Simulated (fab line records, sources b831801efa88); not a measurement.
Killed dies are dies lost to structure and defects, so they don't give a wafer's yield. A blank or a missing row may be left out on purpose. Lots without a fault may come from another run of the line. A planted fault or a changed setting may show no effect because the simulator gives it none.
fab line records | flow sky130
record lots=24 wafers=72 last_day=50
route steps=708 shown VIA2@510 METAL3@535 METAL4@602 CAP2M@605 VIA4@657
lots that met no fault: from a run of the same line without faults
start_h: hours from the record's first day to the start of the lot's first wafer shown | wait_h: hours since the lot's step before | " the same as in the row above | L1.1+2: a row that stands for several wafers | - no value, or no start given | * or withheld: withheld | < > ~ a bound
route shown NAME@n: a module of which the file shows steps, and the number in the route of the first | usual: mean/standard deviation of fault-free wafers | same: alike in all rows | chamber/n: place in a boat | sites: the reading at each site | _std_site: their standard deviation | _edge_site: outer sites' mean less inner sites' | radius_mm: how far each site lies from the wafer's centre | mask NAME#n: copy n | behind: the tool/chamber that last shaped the wafer | hold: why the lot was held/for how many hours/how that ended | device: the transistor (n, p or np) that didn't switch | end of line: the same wafers' tests at the end of the route | a step without rows: its recipe alone | killed: dies lost to structure and defects at the first sort, not the wafer's yield | map: a wafer's dies, x killed, . not, _ none there
set.NAME: the setting as run; set.NAME@STEP: as run at that earlier step | model.NAME: the simulator's own value behind a step, which no gauge read
steps of the route over a sample of lots; a table a step, a row a wafer
services: from which hour (start_h, from the record's first day; less than 0 if before it) a tool's chamber was out of use, for how many hours, and why
## steps
# step SKY_VIA2_BOW_MEAS_03
# recipe mode=bow
# usual VIA2_BOW=85/6.7
# columns lot.wafer tool chamber start_h wait_h VIA2_BOW[um]
L074.2 film_metro-04 - 822.98 0.2 83
L074.4 " - " " 95
L074.5 " - " " 86
L075.1 film_metro-04 - 833.40 0.2 84
L075.2 " - " " 78
L075.4 " - " " 89
L076.1 film_metro-02 - 840.36 0.1 78
L076.2 " - " " 78
L076.5 " - " " 81
L077.1 film_metro-01 - 842.38 0.3 75
L077.3 " - " " 80
L077.4 " - " " 86
L078.1 film_metro-02 - 852.30 0.1 81
L078.3 " - " " 92
L078.6 " - " " 88
L079.1 film_metro-04 - 861.01 0.2 85
L079.3 " - " " 78
L079.6 " - " " 76
L080.1 film_metro-04 - 871.15 0.2 89
L080.3 " - " " 91
L080.5 " - " " 98
L081.1 film_metro-02 - 875.85 0.2 90
L081.5 " - " " 89
L081.6 " - " " 83
L082.1 film_metro-04 - 890.41 0.2 81
L082.4 " - " " 87
L082.6 " - " " 88
L083.1 film_metro-04 - 898.42 0.2 76
L083.4 " - " " 85
L083.5 " - " " 91
L084.2 film_metro-04 - 907.47 0.2 94
L084.3 " - " " 84
L084.5 " - " " 88
L085.1 film_metro-04 - 919.83 0.2 86
L085.2 " - " " 77
L085.3 " - " " 82
L086.1 film_metro-02 - 924.25 0.2 93
L086.3 " - " " 90
L086.4 " - " " 89
L087.2 film_metro-02 - 925.53 0.1 67
L087.4 " - " " 77
L087.5 " - " " 87
L088.1 film_metro-02 - 927.33 0.2 83
L088.2 " - " " 87
L088.4 " - " " 73
L089.1 film_metro-02 - 936.65 0.1 97
L089.2 " - " " 82
L089.3 " - " " 91
L090.2 film_metro-01 - 945.93 0.2 72
L090.5 " - " " 86
L090.6 " - " " 81
L091.2 film_metro-02 - 960.07 0.2 82
L091.4 " - " " 77
L091.6 " - " " 92
L092.1 film_metro-01 - 960.95 0.2 91
L092.4 " - " " 82
L092.5 " - " " 68
L093.3 film_metro-01 - 962.69 0.2 92
L093.4 " - " " 82
L093.6 " - " " 88
L094.1 film_metro-04 - 965.12 0.2 87
L094.3 " - " " 77
L094.4 " - " " 82
L095.2 film_metro-01 - 977.17 0.3 82
L095.3 " - " " 93
L095.6 " - " " 82
L096.2 film_metro-04 - 980.47 0.2 97
L096.4 " - " " 87
L096.6 " - " " 94
L097.1 film_metro-02 - 995.74 0.2 79
L097.3 " - " " 73
L097.4 " - " " 77
# step SKY_METAL3_SPUTTER_03
# recipe material=Ti target_thk_nm=5 power_w=3000 time_s=3.3 chamber_pressure_pa=0.4
# usual throttle_valve_pct=30.3/0.83
# columns lot.wafer tool chamber start_h wait_h throttle_valve_pct
L074.2 pvd_sputter-02 - 849.74 0.0 29.0
L074.4 " - " " 31.4
L074.5 " - " " 31.0
L075.1 pvd_sputter-03 - 861.09 0.0 30.0
L075.2 " - " " 31.0
L075.4 " - " " 29.6
L076.1 pvd_sputter-04 - 867.74 0.0 31.1
L076.2 " - " " 30.8
L076.5 " - " " 29.4
L077.1 pvd_sputter-02 - 870.35 0.0 30.3
L077.3 " - " " 28.8
L077.4 " - " " 31.2
L078.1 pvd_sputter-02 - 879.96 0.0 31.6
L078.3 " - " " 29.0
L078.6 " - " " 30.5
L079.1 pvd_sputter-02 - 888.30 0.0 31.1
L079.3 " - " " 31.4
L079.6 " - " " 31.6
L080.1 pvd_sputter-04 - 897.99 0.0 29.2
L080.3 " - " " 30.9
L080.5 " - " " 31.4
L081.1 pvd_sputter-02 - 902.46 0.0 31.8
L081.5 " - " " 29.0
L081.6 " - " " 31.8
L082.1 pvd_sputter-04 - 917.45 0.0 30.7
L082.4 " - " " 29.6
L082.6 " - " " 29.3
L083.1 pvd_sputter-02 - 926.05 0.0 30.4
L083.4 " - " " 28.9
L083.5 " - " " 28.9
L084.2 pvd_sputter-02 - 934.19 0.0 31.7
L084.3 " - " " 29.0
L084.5 " - " " 29.0
L085.1 pvd_sputter-03 - 946.30 0.0 29.8
L085.2 " - " " 30.0
L085.3 " - " " 30.2
L086.1 pvd_sputter-03 - 951.45 0.0 30.4
L086.3 " - " " 30.1
L086.4 " - " " 30.0
L087.2 pvd_sputter-04 - 952.95 0.0 30.5
L087.4 " - " " 31.1
L087.5 " - " " 29.2
L088.1 pvd_sputter-03 - 954.21 0.0 30.6
L088.2 " - " " 31.0
L088.4 " - " " 29.8
L089.1 pvd_sputter-02 - 962.24 0.0 31.0
L089.2 " - " " 31.6
L089.3 " - " " 30.1
L090.2 pvd_sputter-02 - 971.45 0.0 28.8
L090.5 " - " " 31.6
L090.6 " - " " 29.0
L091.2 pvd_sputter-02 - 985.80 0.0 31.1
L091.4 " - " " 31.4
L091.6 " - " " 30.7
L092.1 pvd_sputter-03 - 986.78 0.0 30.9
L092.4 " - " " 30.0
L092.5 " - " " 29.8
L093.3 pvd_sputter-04 - 988.63 0.0 31.1
L093.4 " - " " 29.3
L093.6 " - " " 30.9
L094.1 pvd_sputter-04 - 990.11 0.0 31.3
L094.3 " - " " 30.6
L094.4 " - " " 30.6
L095.2 pvd_sputter-03 - 1003.15 0.0 30.4
L095.3 " - " " 31.0
L095.6 " - " " 30.4
L096.2 pvd_sputter-02 - 1005.75 0.0 31.2
L096.4 " - " " 31.5
L096.6 " - " " 31.1
L097.1 pvd_sputter-03 - 1020.10 0.0 30.0
L097.3 " - " " 30.5
L097.4 " - " " 31.0
# step SKY_METAL4_SPUTTER_04
# recipe material=TiN target_thk_nm=70 power_w=6500 time_s=58.3 chamber_pressure_pa=0.4
# usual throttle_valve_pct=29.9/0.9
# columns lot.wafer tool chamber start_h wait_h throttle_valve_pct
L074.2 pvd_sputter-04 - 929.66 0.0 31.4
L074.4 " - " " 30.5
L074.5 " - " " 29.4
L075.1 pvd_sputter-01 - 941.56 0.0 28.3
L075.2 " - " " 31.0
L075.4 " - " " 28.7
L076.1 pvd_sputter-01 - 948.75 0.0 28.4
L076.2 " - " " 28.7
L076.5 " - " " 28.5
L077.1 pvd_sputter-03 - 950.57 0.0 30.3
L077.3 " - " " 29.9
L077.4 " - " " 31.0
L078.1 pvd_sputter-03 - 960.46 0.0 30.9
L078.3 " - " " 29.7
L078.6 " - " " 29.6
L079.1 pvd_sputter-04 - 967.49 0.0 31.2
L079.3 " - " " 29.0
L079.6 " - " " 31.3
L080.1 pvd_sputter-04 - 975.84 0.0 29.4
L080.3 " - " " 30.7
L080.5 " - " " 29.5
L081.1 pvd_sputter-03 - 980.90 0.0 29.8
L081.5 " - " " 29.7
L081.6 " - " " 30.8
L082.1 pvd_sputter-01 - 996.15 0.0 28.6
L082.4 " - " " 28.5
L082.6 " - " " 28.4
L083.1 pvd_sputter-04 - 1003.47 0.0 30.6
L083.4 " - " " 29.4
L083.5 " - " " 31.2
L084.2 pvd_sputter-03 - 1009.62 0.0 30.9
L084.3 " - " " 29.6
L084.5 " - " " 30.3
L085.1 pvd_sputter-03 - 1021.45 0.0 29.8
L085.2 " - " " 30.3
L085.3 " - " " 31.1
L086.1 pvd_sputter-04 - 1027.50 0.0 29.4
L086.3 " - " " 31.0
L086.4 " - " " 30.8
L087.2 pvd_sputter-01 - 1027.61 0.0 28.7
L087.4 " - " " 28.5
L087.5 " - " " 28.5
L088.1 pvd_sputter-04 - 1029.16 0.0 30.8
L088.2 " - " " 29.5
L088.4 " - " " 29.1
L089.1 pvd_sputter-04 - 1036.28 0.0 30.5
L089.2 " - " " 29.7
L089.3 " - " " 28.9
L090.2 pvd_sputter-04 - 1044.60 0.0 31.2
L090.5 " - " " 29.7
L090.6 " - " " 31.2
L091.2 pvd_sputter-01 - 1059.35 0.0 30.8
L091.4 " - " " 30.7
L091.6 " - " " 29.0
L092.1 pvd_sputter-04 - 1059.47 0.0 29.3
L092.4 " - " " 31.5
L092.5 " - " " 29.4
L093.3 pvd_sputter-01 - 1059.85 0.0 30.6
L093.4 " - " " 28.4
L093.6 " - " " 30.7
L094.1 pvd_sputter-03 - 1061.86 0.0 29.9
L094.3 " - " " 30.8
L094.4 " - " " 30.5
L095.2 pvd_sputter-03 - 1074.94 0.0 29.7
L095.3 " - " " 30.3
L095.6 " - " " 30.3
L096.2 pvd_sputter-01 - 1076.71 0.0 29.2
L096.4 " - " " 28.7
L096.6 " - " " 27.9
L097.1 pvd_sputter-04 - 1088.57 0.0 30.7
L097.3 " - " " 29.3
L097.4 " - " " 31.2
# step SKY_CAP2M_SPUTTER_02
# recipe material=TiN target_thk_nm=200 temp_c=300 power_w=6500 time_s=166.7 chamber_pressure_pa=0.4
# usual throttle_valve_pct=30.4/1
# columns lot.wafer tool chamber start_h wait_h throttle_valve_pct
L074.2 pvd_sputter-02 - 929.79 0.0 31.7
L074.4 " - " " 30.4
L074.5 " - " " 30.1
L075.1 pvd_sputter-02 - 941.69 0.1 31.4
L075.2 " - " " 30.3
L075.4 " - " " 28.9
L076.1 pvd_sputter-02 - 948.88 0.1 31.7
L076.2 " - " " 28.8
L076.5 " - " " 30.4
L077.1 pvd_sputter-02 - 950.70 0.1 28.9
L077.3 " - " " 30.6
L077.4 " - " " 31.6
L078.1 pvd_sputter-04 - 960.59 0.1 31.0
L078.3 " - " " 30.7
L078.6 " - " " 31.1
L079.1 pvd_sputter-02 - 967.62 0.1 30.3
L079.3 " - " " 31.2
L079.6 " - " " 31.8
L080.1 pvd_sputter-03 - 975.97 0.1 29.8
L080.3 " - " " 30.0
L080.5 " - " " 29.9
L081.1 pvd_sputter-02 - 981.03 0.1 31.2
L081.5 " - " " 29.0
L081.6 " - " " 31.7
L082.1 pvd_sputter-02 - 996.28 0.1 31.1
L082.4 " - " " 28.9
L082.6 " - " " 30.3
L083.1 pvd_sputter-02 - 1003.60 0.1 30.5
L083.4 " - " " 31.7
L083.5 " - " " 30.4
L084.2 pvd_sputter-04 - 1009.76 0.0 29.3
L084.3 " - " " 30.7
L084.5 " - " " 30.9
L085.1 pvd_sputter-02 - 1021.58 0.1 28.8
L085.2 " - " " 31.6
L085.3 " - " " 30.6
L086.1 pvd_sputter-02 - 1027.68 0.1 31.7
L086.3 " - " " 30.3
L086.4 " - " " 31.2
L087.2 pvd_sputter-03 - 1027.74 0.0 29.7
L087.4 " - " " 29.8
L087.5 " - " " 30.9
L088.1 pvd_sputter-02 - 1029.29 0.1 31.0
L088.2 " - " " 29.0
L088.4 " - " " 30.2
L089.1 pvd_sputter-02 - 1036.41 0.1 28.9
L089.2 " - " " 31.4
L089.3 " - " " 31.9
L090.2 pvd_sputter-03 - 1044.73 0.0 30.5
L090.5 " - " " 31.0
L090.6 " - " " 30.5
L091.2 pvd_sputter-02 - 1059.48 0.0 31.5
L091.4 " - " " 31.3
L091.6 " - " " 31.4
L092.1 pvd_sputter-04 - 1059.60 0.1 29.6
L092.4 " - " " 31.1
L092.5 " - " " 30.5
L093.3 pvd_sputter-02 - 1059.98 0.0 28.9
L093.4 " - " " 28.8
L093.6 " - " " 31.6
L094.1 pvd_sputter-02 - 1061.99 0.1 30.5
L094.3 " - " " 28.6
L094.4 " - " " 31.6
L095.2 pvd_sputter-02 - 1075.07 0.0 28.6
L095.3 " - " " 31.4
L095.6 " - " " 28.7
L096.2 pvd_sputter-02 - 1076.85 0.0 30.5
L096.4 " - " " 31.3
L096.6 " - " " 30.3
L097.1 pvd_sputter-02 - 1088.70 0.1 30.2
L097.3 " - " " 28.8
L097.4 " - " " 31.3
# step SKY_VIA4_CVD_18
# recipe material=W target_thk_nm=505 time_s=152.14 temp_c=400 pressure_torr=40
# usual heater_power_w=874/50
# columns lot.wafer tool chamber start_h wait_h heater_power_w since_wet_clean_h
L074.2 cvd_w-01 1 1005.76 0.0 911 88
L074.4 " 1 " " 909 -
L074.5 " 0 " " 852 -
L075.1 cvd_w-01 0 1014.60 0.0 843 97
L075.2 " 1 " " 900 97
L075.4 " 1 " " 918 -
L076.1 cvd_w-01 0 1023.50 0.0 845 106
L076.2 " 1 " " 916 106
L076.5 " 1 " " 911 -
L077.1 cvd_w-01 1 1025.30 0.0 921 107
L077.3 " 0 " " 846 -
L077.4 " 1 " " 928 -
L078.1 cvd_w-01 0 1032.70 0.0 853 115
L078.3 " 1 " " 915 -
L078.6 " 0 " " 839 -
L079.1 cvd_w-01 1 1038.75 0.0 942 121
L079.3 " 0 " " 840 -
L079.6 " 1 " " 932 -
L080.1 cvd_w-01 1 1048.30 0.0 942 130
L080.3 " 0 " " 850 -
L080.5 " 1 " " 915 -
L081.1 cvd_w-01 1 1053.16 0.0 924 135
L081.5 " 1 " " 943 -
L081.6 " 0 " " 828 -
L082.1 cvd_w-02 0 1066.57 0.0 777 663
L082.4 " 1 " " 935 -
L082.6 " 1 " " 913 -
L083.1 cvd_w-01 1 1072.71 0.0 908 155
L083.4 " 0 " " 832 -
L083.5 " 1 " " 912 -
L084.2 cvd_w-01 1 1078.79 0.0 936 161
L084.3 " 0 " " 853 -
L084.5 " 1 " " 896 -
L085.1 cvd_w-01 1 1090.50 0.0 937 173
L085.2 " 0 " " 873 173
L085.3 " 1 " " 897 -
L086.1 cvd_w-01 1 1094.70 0.0 892 177
L086.3 " 0 " " 842 -
L086.4 " 1 " " 925 -
L087.2 cvd_w-01 1 1096.00 0.0 897 178
L087.4 " 0 " " 856 -
L087.5 " 1 " " 939 -
L088.1 cvd_w-02 1 1096.90 0.0 904 693
L088.2 " 0 " " 791 693
L088.4 " 0 " " 811 -
L089.1 cvd_w-02 1 1103.90 0.0 885 700
L089.2 " 0 " " 780 700
L089.3 " 0 " " 804 -
L090.2 cvd_w-02 0 1110.12 0.0 819 706
L090.5 " 0 " " 817 -
L090.6 " 1 " " 909 -
L091.2 cvd_w-02 0 1123.56 0.0 818 720
L091.4 " 1 " " 921 -
L091.6 " 0 " " 792 -
L092.1 cvd_w-02 1 1124.25 0.0 901 720
L092.4 " 1 " " 940 -
L092.5 " 1 " " 909 -
L093.3 cvd_w-02 0 1124.56 0.1 790 -
L093.4 " 1 " " 938 -
L093.6 " 0 " " 824 -
L094.1 cvd_w-02 0 1126.00 0.0 811 722
L094.3 " 0 " " 809 -
L094.4 " 1 " " 930 -
L095.2 cvd_w-02 0 1138.71 0.0 802 735
L095.3 " 1 " " 911 -
L095.6 " 0 " " 823 -
L096.2 cvd_w-01 0 1140.02 0.0 859 222
L096.4 " 1 " " 915 -
L096.6 " 1 " " 929 -
L097.1 cvd_w-02 0 1150.25 0.0 797 746
L097.3 " 1 " " 917 -
L097.4 " 0 " " 788 -
# step SKY_VIA4_THK_MEAS_20
# recipe thk_meas_gauge=xrf reads=W_of_VIA4_CVD_18
# usual VIA4_W_THK=528/8.1
# columns lot.wafer tool chamber start_h wait_h VIA4_W_THK[nm]
L074.2 film_metro-02 - 1006.04 0.1 533
L074.4 " - " " 538
L074.5 " - " " 540
L075.1 film_metro-04 - 1014.87 0.1 519
L075.2 " - " " 524
L075.4 " - " " 522
L076.1 film_metro-04 - 1023.77 0.1 529
L076.2 " - " " 524
L076.5 " - " " 529
L077.1 film_metro-02 - 1025.57 0.1 534
L077.3 " - " " 533
L077.4 " - " " 540
L078.1 film_metro-01 - 1032.97 0.1 516
L078.3 " - " " 516
L078.6 " - " " 520
L079.1 film_metro-04 - 1039.02 0.1 526
L079.3 " - " " 529
L079.6 " - " " 526
L080.1 film_metro-04 - 1048.57 0.1 526
L080.3 " - " " 533
L080.5 " - " " 530
L081.1 film_metro-04 - 1053.43 0.1 522
L081.5 " - " " 522
L081.6 " - " " 525
L082.1 film_metro-04 - 1066.84 0.1 537
L082.4 " - " " 527
L082.6 " - " " 531
L083.1 film_metro-04 - 1072.98 0.1 518
L083.4 " - " " 526
L083.5 " - " " 517
L084.2 film_metro-04 - 1079.07 0.1 536
L084.3 " - " " 537
L084.5 " - " " 529
L085.1 film_metro-04 - 1090.77 0.1 529
L085.2 " - " " 536
L085.3 " - " " 529
L086.1 film_metro-02 - 1094.98 0.1 527
L086.3 " - " " 522
L086.4 " - " " 530
L087.2 film_metro-04 - 1096.28 0.1 522
L087.4 " - " " 529
L087.5 " - " " 528
L088.1 film_metro-04 - 1097.18 0.1 529
L088.2 " - " " 529
L088.4 " - " " 528
L089.1 film_metro-04 - 1104.18 0.1 523
L089.2 " - " " 535
L089.3 " - " " 530
L090.2 film_metro-01 - 1110.41 0.1 531
L090.5 " - " " 522
L090.6 " - " " 516
L091.2 film_metro-01 - 1123.84 0.1 523
L091.4 " - " " 516
L091.6 " - " " 524
L092.1 film_metro-01 - 1124.52 0.1 514
L092.4 " - " " 518
L092.5 " - " " 525
L093.3 film_metro-02 - 1124.80 0.1 546
L093.4 " - " " 541
L093.6 " - " " 552
L094.1 film_metro-01 - 1126.27 0.1 525
L094.3 " - " " 530
L094.4 " - " " 525
L095.2 film_metro-04 - 1138.99 0.1 544
L095.3 " - " " 527
L095.6 " - " " 545
L096.2 film_metro-01 - 1140.30 0.1 518
L096.4 " - " " 518
L096.6 " - " " 515
L097.1 film_metro-02 - 1150.52 0.1 545
L097.3 " - " " 538
L097.4 " - " " 535
## services
# columns tool chamber start_h hours kind
cvd_w-01 1 856.25 11.1 repair
pvd_sputter-03 - 879.41 2.4 repair
pvd_sputter-02 3 902.52 - consumable_replace:kit
pvd_sputter-02 3 902.52 18.0 scheduled_down
pvd_sputter-02 3 902.52 18.0 vent_cycle
cvd_w-01 - 904.00 14.0 pm
pvd_sputter-03 - 914.68 2.8 repair
pvd_sputter-03 - 917.05 0.6 repair
pvd_sputter-04 - 932.89 11.4 repair
pvd_sputter-04 - 949.14 3.7 repair
pvd_sputter-02 - 952.40 1.0 repair
pvd_sputter-03 - 985.56 0.9 repair
pvd_sputter-01 - 1035.01 0.6 repair
pvd_sputter-02 2 1042.80 - consumable_replace:kit
pvd_sputter-02 2 1042.80 18.0 scheduled_down
pvd_sputter-02 2 1042.80 18.0 vent_cycle
pvd_sputter-01 - 1070.61 1.1 repair
pvd_sputter-01 - 1105.64 2.1 repair
pvd_sputter-02 1 1107.72 - consumable_replace:kit
pvd_sputter-02 1 1107.72 18.0 scheduled_down
pvd_sputter-02 1 1107.72 18.0 vent_cycle
pvd_sputter-03 - 1116.04 1.3 repair
cvd_w-01 1 1117.74 1.4 repair
cvd_w-01 - 1120.90 14.6 pm
## key
fault none
